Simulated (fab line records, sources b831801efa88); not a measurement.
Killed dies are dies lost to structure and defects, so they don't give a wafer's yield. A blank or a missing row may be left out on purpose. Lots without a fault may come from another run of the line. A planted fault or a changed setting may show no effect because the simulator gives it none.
fab line records | flow gf180mcu
record lots=5 wafers=15 last_day=34
route steps=602 shown V5@556 TOP_METAL@567 PASSIVATION@587
lots that met no fault: from a run of the same line without faults
start_h: hours from the record's first day to the start of the lot's first wafer shown | wait_h: hours since the lot's step before | " the same as in the row above | L1.1+2: a row that stands for several wafers | - no value, or no start given | * or withheld: withheld | < > ~ a bound
route shown NAME@n: a module of which the file shows steps, and the number in the route of the first | usual: mean/standard deviation of fault-free wafers | same: alike in all rows | chamber/n: place in a boat | sites: the reading at each site | _std_site: their standard deviation | _edge_site: outer sites' mean less inner sites' | radius_mm: how far each site lies from the wafer's centre | mask NAME#n: copy n | behind: the tool/chamber that last shaped the wafer | hold: why the lot was held/for how many hours/how that ended | device: the transistor (n, p or np) that didn't switch | end of line: the same wafers' tests at the end of the route | a step without rows: its recipe alone | killed: dies lost to structure and defects at the first sort, not the wafer's yield | map: a wafer's dies, x killed, . not, _ none there
set.NAME: the setting as run; set.NAME@STEP: as run at that earlier step | model.NAME: the simulator's own value behind a step, which no gauge read
lots at some steps of the route; a table a step, a row a wafer
services: from which hour (start_h, from the record's first day; less than 0 if before it) a tool's chamber was out of use, for how many hours, and why
## steps
# step GF_V5_ETCH_16
# recipe chemistry=N2/H2 target_depth_a=withheld overetch_a=withheld time_s=withheld target=BARC ion_energy_ev=200 source_w=500 bias_w=100 pressure_mtorr=30 n2_flow_sccm=100 h2_flow_sccm=200
# usual drypump_motor_current_A=5.5/0.45 oes_product_au=0.854/0.0051 throttle_valve_pct=13.225/0.0095
# columns lot.wafer tool chamber start_h wait_h drypump_motor_current_A oes_product_au throttle_valve_pct
L080.1 rie_diel-03 1 678.77 0.0 5.8 0.860 13.199
L080.3 " 3 " " 6.1 0.854 13.223
L080.5 " 0 " " 5.4 0.861 13.235
L083.1 rie_diel-01 3 695.17 0.0 5.0 0.843 13.245
L083.4 " 1 " " 5.1 0.850 13.220
L083.5 " 3 " " 5.0 0.855 13.232
L093.1 rie_diel-03 0 762.62 0.0 5.4 0.859 13.223
L093.2 " 1 " " 5.8 0.858 13.226
L093.4 " 3 " " 6.2 0.859 13.228
L096.3 rie_diel-03 3 772.90 0.0 6.2 0.857 13.223
L096.4 " 0 " " 5.3 0.859 13.213
L096.5 " 0 " " 5.3 0.854 13.212
L097.3 rie_diel-03 2 780.40 0.0 5.4 0.859 13.217
L097.5 " 1 " " 5.8 0.863 13.221
L097.6 " 2 " " 5.4 0.857 13.230
# step GF_V5_ETCH_17
# recipe chemistry=C4F8/O2/Ar mask_material=KrF target=SiO2 stop_on=TiN source_w=1500 bias_w=1200 pressure_mtorr=40 c4f8_flow_sccm=withheld O2_flow_sccm=6 Ar_flow_sccm=300 time_s=withheld target_depth_a=8550
# usual oes_product_au=0.860/0.0048
# columns lot.wafer tool chamber start_h wait_h oes_product_au
L080.1 rie_diel-03 1 - - 0.855
L080.3 " 3 " " 0.853
L080.5 " 0 " " 0.855
L083.1 rie_diel-01 3 - - 0.855
L083.4 " 1 " " 0.862
L083.5 " 3 " " 0.856
L093.1 rie_diel-03 0 - - 0.850
L093.2 " 1 " " 0.858
L093.4 " 3 " " 0.860
L096.3 rie_diel-03 3 - - 0.860
L096.4 " 0 " " 0.857
L096.5 " 0 " " 0.859
L097.3 rie_diel-03 2 - - 0.859
L097.5 " 1 " " 0.854
L097.6 " 2 " " 0.854
# step GF_V5_STRIP_18
# recipe chemistry=O2/N2 power_w=1400 pressure_mtorr=1500 platen_temp_c=250 o2_flow_sccm=3000 n2_flow_sccm=300 overash_fraction=0.5
# usual drypump_motor_current_A=5.6/0.34 heater_power_w=328/27 oes_product_au=0.567/0.005
# columns lot.wafer tool chamber start_h wait_h drypump_motor_current_A heater_power_w oes_product_au rf_hours_counter_h
L080.1 plasma_asher-03 0 678.92 - 5.1 354 0.556 95
L080.3 " 0 " " 5.1 346 0.581 -
L080.5 " 1 " " 6.0 328 0.571 -
L083.1 plasma_asher-01 0 695.32 - 5.8 344 0.565 26
L083.4 " 0 " " 5.8 345 0.564 -
L083.5 " 1 " " 5.2 342 0.560 -
L093.1 plasma_asher-02 0 762.78 - 5.9 297 0.565 69
L093.2 " 1 " " 5.7 288 0.568 69
L093.4 " 1 " " 5.7 283 0.569 -
L096.3 plasma_asher-01 0 773.09 - 5.8 350 0.565 -
L096.4 " 1 " " 5.2 337 0.558 -
L096.5 " 1 " " 5.2 341 0.565 -
L097.3 plasma_asher-01 1 780.59 - 5.2 341 0.563 -
L097.5 " 1 " " 5.2 341 0.566 -
L097.6 " 0 " " 5.8 353 0.568 -
# step GF_V5_STRIP_19
# recipe chemistry=post_etch_residue_remover time_s=1200 temp_c=72.5
# columns lot.wafer tool chamber start_h wait_h
L080.1+3+5 wet_bench-02 1 679.02 0.1
L083.1+4+5 wet_bench-04 1 695.42 0.1
L093.1+2+4 wet_bench-04 1 762.88 0.1
L096.3+4+5 wet_bench-02 2 773.15 0.0
L097.3+5+6 wet_bench-02 2 780.65 0.0
# step GF_V5_CLEAN_20
# recipe chemistry=DIW dry=n2_spin
# columns lot.wafer tool chamber start_h wait_h
L080.1+3+5 wet_bench-04 2 679.40 0.0
L083.1+4+5 wet_bench-02 1 695.79 0.0
L093.1+2+4 wet_bench-03 0 763.22 0.0
L096.3+4+5 wet_bench-03 0 773.49 0.0
L097.3+5+6 wet_bench-04 0 780.99 0.0
# step GF_V5_SPUTTER_21
# recipe material=Ti target_thk_nm=15 chamber_pressure_pa=5 power_w=2500 substrate_temp_c=200 time_s=80.02
# usual throttle_valve_pct=30.7/0.82
# columns lot.wafer tool chamber start_h wait_h throttle_valve_pct
L080.1 pvd_sputter-03 - 679.49 0.0 30.6
L080.3 " - " " 30.2
L080.5 " - " " 31.0
L083.1 pvd_sputter-03 - 695.88 0.0 31.1
L083.4 " - " " 30.4
L083.5 " - " " 31.0
L093.1 pvd_sputter-01 - 763.32 0.0 29.6
L093.2 " - " " 31.4
L093.4 " - " " 30.9
L096.3 pvd_sputter-01 - 773.60 0.0 31.7
L096.4 " - " " 30.9
L096.5 " - " " 30.7
L097.3 pvd_sputter-02 - 781.09 0.0 31.6
L097.5 " - " " 31.6
L097.6 " - " " 31.7
# step GF_V5_SPUTTER_22
# recipe material=TiN target_thk_nm=10 chamber_pressure_pa=5 power_w=4000 time_s=40
# usual throttle_valve_pct=30.7/0.8
# columns lot.wafer tool chamber start_h wait_h throttle_valve_pct
L080.1 pvd_sputter-03 - 679.55 0.0 30.3
L080.3 " - " " 30.4
L080.5 " - " " 30.7
L083.1 pvd_sputter-03 - 695.95 0.0 31.2
L083.4 " - " " 30.5
L083.5 " - " " 30.8
L093.1 pvd_sputter-01 - 763.38 0.0 29.4
L093.2 " - " " 31.6
L093.4 " - " " 30.8
L096.3 pvd_sputter-01 - 773.66 0.0 31.6
L096.4 " - " " 30.8
L096.5 " - " " 30.9
L097.3 pvd_sputter-02 - 781.15 0.0 31.5
L097.5 " - " " 31.3
L097.6 " - " " 31.2
# step GF_V5_CVD_23
# recipe material=W target_thk_nm=350 time_s=104.9 temp_c=400 pressure_torr=40
# usual heater_power_w=770/70
# columns lot.wafer tool chamber start_h wait_h heater_power_w
L080.1 cvd_w-01 1 679.59 0.0 777
L080.3 " 0 " " 707
L080.5 " 1 " " 789
L083.1 cvd_w-01 1 695.98 0.0 806
L083.4 " 1 " " 790
L083.5 " 0 " " 703
L093.1 cvd_w-02 0 763.42 0.0 929
L093.2 " 1 " " 721
L093.4 " 0 " " 942
L096.3 cvd_w-02 0 773.74 0.1 932
L096.4 " 1 " " 721
L096.5 " 1 " " 737
L097.3 cvd_w-02 0 781.22 0.1 940
L097.5 " 1 " " 716
L097.6 " 0 " " 937
# step GF_V5_RS_MEAS_24
# recipe thk_meas_gauge=four-point-probe reads=W_of_V5_CVD_23+TiN_of_V5_SPUTTER_22+Ti_of_V5_SPUTTER_21
# usual V5_W_RS=0.328/0.0051
# columns lot.wafer tool chamber start_h wait_h V5_W_RS[ohm/sq]
L080.1 film_metro-03 - 679.70 0.1 0.332
L080.3 " - " " 0.328
L080.5 " - " " 0.328
L083.1 film_metro-02 - 696.10 0.1 0.330
L083.4 " - " " 0.328
L083.5 " - " " 0.331
L093.1 film_metro-01 - 763.53 0.1 0.322
L093.2 " - " " 0.335
L093.4 " - " " 0.322
L096.3 film_metro-02 - 773.86 0.1 0.318
L096.4 " - " " 0.334
L096.5 " - " " 0.332
L097.3 film_metro-03 - 781.34 0.1 0.321
L097.5 " - " " 0.336
L097.6 " - " " 0.321
# step GF_V5_THK_MEAS_25
# recipe thk_meas_gauge=xrf reads=W_of_V5_CVD_23
# usual V5_W_THK=362/5.9
# columns lot.wafer tool chamber start_h wait_h V5_W_THK[nm]
L080.1 film_metro-03 - 679.82 0.1 362
L080.3 " - " " 365
L080.5 " - " " 366
L083.1 film_metro-02 - 696.22 0.1 359
L083.4 " - " " 361
L083.5 " - " " 357
L093.1 film_metro-01 - 763.65 0.1 372
L093.2 " - " " 358
L093.4 " - " " 370
L096.3 film_metro-02 - 773.96 0.1 371
L096.4 " - " " 355
L096.5 " - " " 355
L097.3 film_metro-03 - 781.44 0.1 371
L097.5 " - " " 357
L097.6 " - " " 372
# step GF_V5_CMP_26
# recipe stop_on=SiO2 down_force_psi=3.5 platen_rpm=60 t_overpolish_s=15 target_thk_nm=0 pad_velocity_m_s=0.94248
# usual head_pressure_psi=3.500/0.0078 motor_current_A=11.0/0.86 overpolish_run_s=15.000/0.0097 retaining_ring_pressure_frac=1.000/0.0051 time_to_endpoint_s=85.1/2.7
# columns lot.wafer tool chamber start_h wait_h head_pressure_psi motor_current_A overpolish_run_s retaining_ring_pressure_frac time_to_endpoint_s
L080.1 cmp-01 0 679.93 0.1 3.506 10.2 14.992 1.002 87.3
L080.3 " 2 " " 3.502 11.8 14.999 0.998 87.0
L080.5 " 3 " " 3.506 10.2 15.007 0.993 85.5
L083.4 cmp-01 1 696.28 0.0 3.503 10.4 14.993 1.003 88.0
L083.1 " 2 " " 3.492 11.6 15.009 1.002 84.1
L083.5 " 1 " " 3.501 10.7 15.005 0.997 88.7
L093.2 cmp-02 1 763.71 0.0 3.499 11.7 15.019 1.006 81.3
L093.4 " 2 " " 3.491 10.6 14.994 0.988 85.3
L093.1 " 3 " " 3.500 9.6 14.978 0.996 84.8
L096.3 cmp-02 3 774.32 0.4 3.484 8.9 14.991 1.004 88.9
L096.4 " 1 " " 3.507 12.2 15.000 1.002 85.9
L096.5 " 3 " " 3.485 9.0 14.981 1.003 82.4
L097.3 cmp-01 3 781.63 0.2 3.500 10.1 14.984 0.996 82.8
L097.6 " 0 " " 3.502 10.3 14.993 0.997 82.6
L097.5 " 1 " " 3.508 10.6 15.015 1.012 81.7
# step GF_TOP_METAL_SPUTTER_00
# recipe material=Ti target_thk_nm=37.5 arriving_ion_energy_ev=80 substrate_temp_c=200 chamber_pressure_pa=2 power_w=3895 time_s=150
# usual throttle_valve_pct=30.4/0.95
# columns lot.wafer tool chamber start_h wait_h throttle_valve_pct
L080.1 pvd_sputter-01 - 680.18 0.2 29.7
L080.3 " - " " 31.6
L080.5 " - " " 31.3
L083.1 pvd_sputter-01 - 696.58 0.2 31.4
L083.4 " - " " 29.7
L083.5 " - " " 29.6
L093.1 pvd_sputter-01 - 764.01 0.1 29.4
L093.2 " - " " 31.5
L093.4 " - " " 31.0
L096.3 pvd_sputter-01 - 774.62 0.2 30.7
L096.4 " - " " 31.6
L096.5 " - " " 31.4
L097.3 pvd_sputter-02 - 781.78 0.1 29.7
L097.5 " - " " 31.8
L097.6 " - " " 29.0
# step GF_TOP_METAL_SPUTTER_01
# recipe material=TiN target_thk_nm=30 power_w=6500 time_s=25 chamber_pressure_pa=0.4
# usual throttle_valve_pct=30.4/0.97
# columns lot.wafer tool chamber start_h wait_h throttle_valve_pct
L080.1 pvd_sputter-01 - 680.28 0.1 29.6
L080.3 " - " " 31.5
L080.5 " - " " 31.6
L083.1 pvd_sputter-01 - 696.68 0.1 31.5
L083.4 " - " " 29.6
L083.5 " - " " 29.3
L093.1 pvd_sputter-01 - 764.11 0.1 29.6
L093.2 " - " " 31.7
L093.4 " - " " 30.9
L096.3 pvd_sputter-01 - 774.72 0.1 30.8
L096.4 " - " " 31.4
L096.5 " - " " 31.7
L097.3 pvd_sputter-02 - 781.88 0.1 29.9
L097.5 " - " " 31.5
L097.6 " - " " 29.1
# step GF_TOP_METAL_SPUTTER_02
# recipe material=AlCu target_thk_nm=900 power_w=10600 chamber_pressure_pa=0.3 substrate_temp_c=250 gas=Ar time_s=47.82
# usual throttle_valve_pct=30.4/0.98
# columns lot.wafer tool chamber start_h wait_h throttle_valve_pct
L080.1 pvd_sputter-01 - 680.31 0.0 29.6
L080.3 " - " " 31.4
L080.5 " - " " 31.6
L083.1 pvd_sputter-01 - 696.71 0.0 31.6
L083.4 " - " " 29.6
L083.5 " - " " 29.6
L093.1 pvd_sputter-01 - 764.14 0.0 29.6
L093.2 " - " " 31.5
L093.4 " - " " 31.1
L096.3 pvd_sputter-01 - 774.75 0.0 30.9
L096.4 " - " " 31.3
L096.5 " - " " 31.7
L097.3 pvd_sputter-02 - 781.91 0.0 29.9
L097.5 " - " " 31.6
L097.6 " - " " 29.2
# step GF_TOP_METAL_SPUTTER_03
# recipe material=Ti target_thk_nm=5 substrate_temp_c=300 chamber_pressure_pa=0.3 power_w=3000 time_s=3.449
# usual throttle_valve_pct=30.4/0.95
# columns lot.wafer tool chamber start_h wait_h throttle_valve_pct
L080.1 pvd_sputter-01 - 680.35 0.0 29.5
L080.3 " - " " 31.4
L080.5 " - " " 31.4
L083.1 pvd_sputter-01 - 696.75 0.0 31.7
L083.4 " - " " 29.7
L083.5 " - " " 29.6
L093.1 pvd_sputter-01 - 764.18 0.0 29.7
L093.2 " - " " 31.6
L093.4 " - " " 30.7
L096.3 pvd_sputter-01 - 774.79 0.0 30.8
L096.4 " - " " 31.6
L096.5 " - " " 31.6
L097.3 pvd_sputter-02 - 781.95 0.0 29.8
L097.5 " - " " 31.3
L097.6 " - " " 29.1
# step GF_TOP_METAL_SPUTTER_04
# recipe material=TiN target_thk_nm=25 power_w=6500 time_s=20.8 chamber_pressure_pa=0.4
# usual throttle_valve_pct=30.4/0.96
# columns lot.wafer tool chamber start_h wait_h throttle_valve_pct
L080.1 pvd_sputter-01 - 680.37 0.0 29.5
L080.3 " - " " 31.6
L080.5 " - " " 31.6
L083.1 pvd_sputter-01 - 696.77 0.0 31.4
L083.4 " - " " 29.8
L083.5 " - " " 29.6
L093.1 pvd_sputter-01 - 764.20 0.0 29.5
L093.2 " - " " 31.6
L093.4 " - " " 31.1
L096.3 pvd_sputter-01 - 774.81 0.0 30.9
L096.4 " - " " 31.5
L096.5 " - " " 31.6
L097.3 pvd_sputter-02 - 781.97 0.0 29.6
L097.5 " - " " 31.8
L097.6 " - " " 29.1
# step GF_TOP_METAL_RS_MEAS_05
# recipe thk_meas_gauge=four-point-probe reads=TiN_of_TOP_METAL_SPUTTER_04+Ti_of_TOP_METAL_SPUTTER_03+AlCu_of_TOP_METAL_SPUTTER_02+TiN_of_TOP_METAL_SPUTTER_01+Ti_of_TOP_METAL_SPUTTER_00
# usual TOP_METAL_ALCU_RS=0.03287/0.00026
# columns lot.wafer tool chamber start_h wait_h TOP_METAL_ALCU_RS[ohm/sq]
L080.1 film_metro-02 - 680.40 0.0 0.03291
L080.3 " - " " 0.03266
L080.5 " - " " 0.03276
L083.1 film_metro-02 - 696.80 0.0 0.03299
L083.4 " - " " 0.03306
L083.5 " - " " 0.03304
L093.1 film_metro-03 - 764.23 0.0 0.03252
L093.2 " - " " 0.03237
L093.4 " - " " 0.03232
L096.3 film_metro-03 - 774.93 0.1 0.03246
L096.4 " - " " 0.03256
L096.5 " - " " 0.03267
L097.3 film_metro-02 - 782.04 0.1 0.03263
L097.5 " - " " 0.03267
L097.6 " - " " 0.03259
# step GF_TOP_METAL_THK_MEAS_06
# recipe thk_meas_gauge=xrf reads=AlCu_of_TOP_METAL_SPUTTER_02
# usual TOP_METAL_ALCU_THK=891/7.9
# columns lot.wafer tool chamber start_h wait_h TOP_METAL_ALCU_THK[nm]
L080.1 film_metro-02 - 680.52 0.1 894
L080.3 " - " " 906
L080.5 " - " " 900
L083.1 film_metro-02 - 696.92 0.1 888
L083.4 " - " " 884
L083.5 " - " " 886
L093.1 film_metro-03 - 764.35 0.1 904
L093.2 " - " " 912
L093.4 " - " " 907
L096.3 film_metro-03 - 775.03 0.1 901
L096.4 " - " " 903
L096.5 " - " " 898
L097.3 film_metro-02 - 782.14 0.1 900
L097.5 " - " " 894
L097.6 " - " " 902
# step GF_TOP_METAL_DEHYDRATE_07
# recipe temp_c=200 time_s=60
# usual resist_line_temp_C=22.99/0.12
# columns lot.wafer tool chamber start_h wait_h resist_line_temp_C
L080.1 litho_track-03 0 689.37 8.8 22.95
L080.3 " 0 " " 23.07
L080.5 " 0 " " 22.97
L083.1 litho_track-03 0 705.52 8.6 23.05
L083.4 " 0 " " 23.08
L083.5 " 0 " " 23.03
L093.1 litho_track-02 0 771.34 7.0 23.00
L093.2 " 0 " " 22.96
L093.4 " 0 " " 23.03
L096.3 litho_track-03 0 782.32 7.3 22.96
L096.4 " 0 " " 22.84
L096.5 " 0 " " 22.77
L097.3 litho_track-03 0 789.27 7.1 22.93
L097.5 " 0 " " 22.91
L097.6 " 0 " " 22.71
# step GF_TOP_METAL_HMDS_08
# recipe prime_time_s=60 prime_temp_c=120
# usual resist_line_temp_C=23.01/0.087
# columns lot.wafer tool chamber start_h wait_h resist_line_temp_C
L080.1 litho_track-03 0 689.52 0.1 23.00
L080.3 " 0 " " 22.98
L080.5 " 0 " " 23.16
L083.1 litho_track-03 0 705.67 0.1 23.04
L083.4 " 0 " " 22.90
L083.5 " 0 " " 23.03
L093.1 litho_track-02 0 771.49 0.1 23.02
L093.2 " 0 " " 23.04
L093.4 " 0 " " 23.01
L096.3 litho_track-03 0 782.47 0.1 23.05
L096.4 " 0 " " 23.08
L096.5 " 0 " " 23.03
L097.3 litho_track-03 0 789.42 0.1 23.07
L097.5 " 0 " " 23.06
L097.6 " 0 " " 23.02
# step GF_TOP_METAL_COAT_09
# recipe resist=NOVOLAK spin_rpm=3000 resist_thk_nm=1500
# usual resist_line_temp_C=22.99/0.093
# columns lot.wafer tool chamber start_h wait_h resist_line_temp_C
L080.1 litho_track-03 0 689.67 0.1 23.12
L080.3 " 0 " " 23.23
L080.5 " 0 " " 23.07
L083.1 litho_track-03 0 705.82 0.1 23.12
L083.4 " 0 " " 23.13
L083.5 " 0 " " 23.04
L093.1 litho_track-02 0 771.64 0.1 23.03
L093.2 " 0 " " 22.97
L093.4 " 0 " " 22.96
L096.3 litho_track-03 0 782.62 0.1 23.04
L096.4 " 0 " " 22.98
L096.5 " 0 " " 23.06
L097.3 litho_track-03 0 789.57 0.1 22.97
L097.5 " 0 " " 23.12
L097.6 " 0 " " 22.99
# step GF_TOP_METAL_SOFTBAKE_10
# recipe temp_c=90 time_s=60 resist=NOVOLAK
# usual resist_line_temp_C=23.01/0.13
# columns lot.wafer tool chamber start_h wait_h resist_line_temp_C
L080.1 litho_track-03 0 689.82 0.1 22.93
L080.3 " 0 " " 22.92
L080.5 " 0 " " 22.90
L083.1 litho_track-03 0 705.97 0.1 23.11
L083.4 " 0 " " 23.12
L083.5 " 0 " " 23.19
L093.1 litho_track-02 0 771.79 0.1 22.64
L093.2 " 0 " " 22.82
L093.4 " 0 " " 22.90
L096.3 litho_track-03 0 782.77 0.1 22.99
L096.4 " 0 " " 23.03
L096.5 " 0 " " 23.15
L097.3 litho_track-03 0 789.72 0.1 23.10
L097.5 " 0 " " 23.14
L097.6 " 0 " " 23.12
# step GF_TOP_METAL_EXPOSE_11
# recipe mask_id=MetalTop target_cd_nm=440 na=0.6 source_shape=conventional sigma_outer=0.6 dose_mj=170
# columns lot.wafer tool chamber start_h wait_h mask
L080.1+3+5 iline_stepper-02 0 - - MetalTop#0
L083.1+4+5 iline_stepper-02 0 - - MetalTop#0
L093.1+2+4 iline_stepper-01 0 - - MetalTop#0
L096.3+4+5 iline_stepper-02 0 - - MetalTop#0
L097.3+5+6 iline_stepper-02 0 - - MetalTop#0
# step GF_TOP_METAL_PEB_12
# recipe temp_c=withheld time_s=* resist=NOVOLAK
# usual resist_line_temp_C=*
# columns lot.wafer tool chamber start_h wait_h resist_line_temp_C
L080.1 litho_track-01 0 - - *
L080.3 " 0 " " *
L080.5 " 0 " " *
L083.1 litho_track-01 0 - - *
L083.4 " 0 " " *
L083.5 " 0 " " *
L093.1 litho_track-01 0 - - *
L093.2 " 0 " " *
L093.4 " 0 " " *
L096.3 litho_track-03 0 - - *
L096.4 " 0 " " *
L096.5 " 0 " " *
L097.3 litho_track-02 0 - - *
L097.5 " 0 " " *
L097.6 " 0 " " *
# step GF_TOP_METAL_DEVELOP_13
# recipe develop_time_s=60 dev_temp_c=23
# usual developer_temp_C=22.99/0.1 resist_line_temp_C=22.97/0.11
# columns lot.wafer tool chamber start_h wait_h developer_temp_C resist_line_temp_C
L080.1 litho_track-01 0 699.09 0.1 22.85 23.04
L080.3 " 0 " " 22.82 23.06
L080.5 " 0 " " 22.89 23.08
L083.1 litho_track-01 0 714.44 0.1 22.94 23.13
L083.4 " 0 " " 22.98 23.10
L083.5 " 0 " " 23.03 23.12
L093.1 litho_track-01 0 779.14 0.1 23.00 22.93
L093.2 " 0 " " 23.08 23.05
L093.4 " 0 " " 23.11 23.01
L096.3 litho_track-03 0 790.37 0.1 23.10 23.03
L096.4 " 0 " " 23.31 22.76
L096.5 " 0 " " 23.18 23.05
L097.3 litho_track-02 0 796.89 0.1 23.05 23.08
L097.5 " 0 " " 23.08 23.09
L097.6 " 0 " " 22.92 23.01
# step GF_TOP_METAL_CD_MEAS_14
# recipe target_cd_nm=440
# usual cd_nm=439.8/2
# columns lot.wafer tool chamber start_h wait_h cd_nm
L080.1 cd_sem-01 - 699.24 0.1 441.8
L080.3 " - " " 442.2
L080.5 " - " " 443.1
L083.1 cd_sem-01 - 714.59 0.1 439.4
L083.4 " - " " 441.5
L083.5 " - " " 438.4
L093.1 cd_sem-02 - 779.29 0.1 436.2
L093.2 " - " " 436.7
L093.4 " - " " 438.1
L096.3 cd_sem-01 - 790.51 0.1 440.4
L096.4 " - " " 439.7
L096.5 " - " " 443.2
L097.3 cd_sem-02 - 797.03 0.1 438.5
L097.5 " - " " 439.3
L097.6 " - " " 436.4
# step GF_TOP_METAL_OVL_MEAS_15
# usual TOP_METAL_OVL=0.9/1.3
# columns lot.wafer tool chamber start_h wait_h TOP_METAL_OVL[nm]
L080.1 overlay-01 - 699.36 0.1 -0.2
L080.3 " - " " 1.6
L080.5 " - " " -0.3
L083.1 overlay-02 - 714.71 0.1 0.8
L083.4 " - " " -1.5
L083.5 " - " " 0.7
L093.1 overlay-01 - 779.41 0.1 2.1
L093.2 " - " " 0.3
L093.4 " - " " 0.7
L096.3 overlay-02 - 790.60 0.1 0.4
L096.4 " - " " 1.7
L096.5 " - " " -0.4
L097.3 overlay-01 - 797.13 0.1 0.0
L097.5 " - " " 0.0
L097.6 " - " " 1.8
# step GF_TOP_METAL_METAL_ETCH_16
# recipe chemistry=Cl2/BCl3 mask_material=NOVOLAK target_depth_nm=1077.5 stop_on=SiO2 pressure_mtorr=8 icp_w=800 bias_w=140 Cl2_flow_sccm=80 bcl3_flow_sccm=40 time_s=179.6
# usual drypump_motor_current_A=5.8/0.41 oes_product_au=0.964/0.0061 throttle_valve_pct=28.260/0.0095
# columns lot.wafer tool chamber start_h wait_h drypump_motor_current_A oes_product_au rf_hours_counter_h throttle_valve_pct
L080.1 rie_metal-01 1 699.40 0.0 5.7 0.960 8.5 28.252
L080.3 " 0 " " 5.9 0.965 - 28.237
L080.5 " 0 " " 5.9 0.977 - 28.255
L083.1 rie_metal-03 1 714.75 0.0 6.4 0.958 6.2 28.266
L083.4 " 0 " " 5.4 0.961 - 28.253
L083.5 " 1 " " 6.4 0.961 - 28.264
L093.1 rie_metal-04 0 779.45 0.0 5.2 0.973 7.7 28.259
L093.2 " 1 " " 6.2 0.971 9.3 28.255
L093.4 " 0 " " 5.2 0.968 - 28.244
L096.3 rie_metal-03 1 790.68 0.1 6.4 0.975 - 28.261
L096.4 " 0 " " 5.4 0.967 - 28.272
L096.5 " 1 " " 6.3 0.965 - 28.250
L097.3 rie_metal-04 0 797.21 0.1 5.2 0.970 - 28.263
L097.5 " 0 " " 5.2 0.959 - 28.265
L097.6 " 1 " " 6.1 0.973 - 28.257
# step GF_TOP_METAL_STRIP_17
# recipe chemistry=O2/N2 power_w=1400 pressure_mtorr=1500 platen_temp_c=250 o2_flow_sccm=3000 n2_flow_sccm=300 overash_fraction=0.5
# usual drypump_motor_current_A=5.8/0.51 heater_power_w=310/23 oes_product_au=0.710/0.0043 strip_time_to_endpoint_s=13.42/0.064
# columns lot.wafer tool chamber start_h wait_h drypump_motor_current_A heater_power_w oes_product_au rf_hours_counter_h strip_time_to_endpoint_s
L080.1 plasma_asher-03 0 699.58 0.1 5.1 354 0.708 97 13.47
L080.3 " 1 " " 6.0 326 0.710 - 13.42
L080.5 " 0 " " 5.1 350 0.710 - 13.52
L083.1 plasma_asher-04 0 714.93 0.1 6.7 308 0.713 107 13.45
L083.4 " 0 " " 6.7 311 0.707 - 13.38
L083.5 " 1 " " 5.5 293 0.715 - 13.48
L093.1 plasma_asher-03 1 779.62 0.1 6.0 332 0.706 106 13.41
L093.2 " 0 " " 5.1 357 0.707 106 13.48
L093.4 " 0 " " 5.1 354 0.717 - 13.38
L096.3 plasma_asher-04 0 790.83 0.1 6.7 302 0.715 - 13.38
L096.4 " 1 " " 5.5 299 0.709 - 13.37
L096.5 " 1 " " 5.5 295 0.707 - 13.40
L097.3 plasma_asher-03 0 797.36 0.1 5.1 352 0.714 - 13.39
L097.5 " 1 " " 6.0 326 0.716 - 13.42
L097.6 " 0 " " 5.1 352 0.706 - 13.47
# step GF_TOP_METAL_STRIP_18
# recipe chemistry=post_etch_residue_remover time_s=1200 temp_c=72.5
# columns lot.wafer tool chamber start_h wait_h
L080.1+3+5 wet_bench-02 2 699.68 0.1
L083.1+4+5 wet_bench-04 2 715.03 0.1
L093.1+2+4 wet_bench-02 0 779.72 0.1
L096.3+4+5 wet_bench-04 3 790.95 0.1
L097.3+5+6 wet_bench-04 1 797.42 0.0
# step GF_TOP_METAL_CLEAN_19
# recipe chemistry=DIW dry=n2_spin
# columns lot.wafer tool chamber start_h wait_h
L080.1+3+5 wet_bench-01 0 700.02 0.0
L083.1+4+5 wet_bench-02 2 715.37 0.0
L093.1+2+4 wet_bench-04 0 780.07 0.0
L096.3+4+5 wet_bench-04 0 791.36 0.0
L097.3+5+6 wet_bench-04 2 797.77 0.0
# step GF_PASSIVATION_CVD_00
# recipe material=SiO2 target_thk_nm=1000 precursor=TEOS temp_c=400 time_s=111.95 rf_w=600
# usual heater_power_w=667/100
# columns lot.wafer tool chamber start_h wait_h heater_power_w
L080.1 pecvd-03 0 700.11 0.0 710
L080.3 " 1 " " 698
L080.5 " 1 " " 559
L083.1 pecvd-01 1 715.46 0.0 754
L083.4 " 2 " " 596
L083.5 " 0 " " 467
L093.1 pecvd-04 0 780.16 0.0 573
L093.2 " 2 " " 784
L093.4 " 1 " " 669
L096.3 pecvd-03 1 791.47 0.0 582
L096.4 " 1 " " 645
L096.5 " 0 " " 754
L097.3 pecvd-01 1 797.86 0.0 759
L097.5 " 0 " " 512
L097.6 " 1 " " 628
# step GF_PASSIVATION_THK_MEAS_01
# recipe reads=SiO2_of_PASSIVATION_CVD_00
# usual PASSIVATION_CVD_00_THK=1003/12
# columns lot.wafer tool chamber start_h wait_h PASSIVATION_CVD_00_THK[nm]
L080.1 film_metro-03 - 700.19 0.0 996
L080.3 " - " " 997
L080.5 " - " " 1003
L083.1 film_metro-01 - 715.54 0.0 992
L083.4 " - " " 1000
L083.5 " - " " 1012
L093.1 film_metro-01 - 780.24 0.0 991
L093.2 " - " " 982
L093.4 " - " " 1003
L096.3 film_metro-04 - 791.57 0.1 977
L096.4 " - " " 994
L096.5 " - " " 1007
L097.3 film_metro-01 - 797.96 0.1 1003
L097.5 " - " " 1009
L097.6 " - " " 1023
# step GF_PASSIVATION_CVD_02
# recipe material=Si3N4 target_thk_nm=700 time_s=486.18 temp_c=400 rf_w=450
# usual heater_power_w=727/110
# columns lot.wafer tool chamber start_h wait_h heater_power_w
L080.1 pecvd-01 1 700.25 0.1 764
L080.3 " 2 " " 823
L080.5 " 1 " " 818
L083.1 pecvd-04 1 715.60 0.1 652
L083.4 " 0 " " 555
L083.5 " 1 " " 696
L093.1 pecvd-01 2 780.30 0.1 771
L093.2 " 1 " " 789
L093.4 " 1 " " 805
L096.3 pecvd-04 0 791.61 0.0 566
L096.4 " 2 " " 832
L096.5 " 0 " " 605
L097.3 pecvd-03 2 798.00 0.0 893
L097.5 " 2 " " 907
L097.6 " 1 " " 612
## services
# columns tool chamber start_h hours kind
pecvd-03 2 663.10 22.1 repair
plasma_asher-03 - 668.09 3.3 repair
cvd_w-02 - 678.50 2.8 pm
rie_diel-03 0 689.44 9.1 repair
rie_diel-03 2 690.59 5.4 repair
cmp-02 - 694.46 0.7 repair
plasma_asher-01 - 696.58 4.7 repair
rie_diel-03 1 701.25 11.8 repair
cmp-01 - 708.63 0.5 repair
cmp-01 - 713.50 0.3 repair
cvd_w-02 0 713.90 9.9 repair
rie_diel-03 2 721.52 5.0 repair
iline_stepper-02 - 735.12 4.4 pm
pecvd-03 0 737.86 4.1 repair
cmp-01 - 744.43 4.0 pm
cmp-01 - 748.43 5.6 pm
iline_stepper-02 - 749.97 1.1 repair
pvd_sputter-02 - 758.17 1.7 repair
iline_stepper-02 - 766.55 1.7 pm
iline_stepper-02 - 769.57 0.9 repair
cmp-01 - 769.61 4.4 pm
pvd_sputter-03 - 790.25 2.7 repair
cmp-01 - 792.35 3.5 repair
cmp-01 - 794.14 1.7 repair
## key
fault none
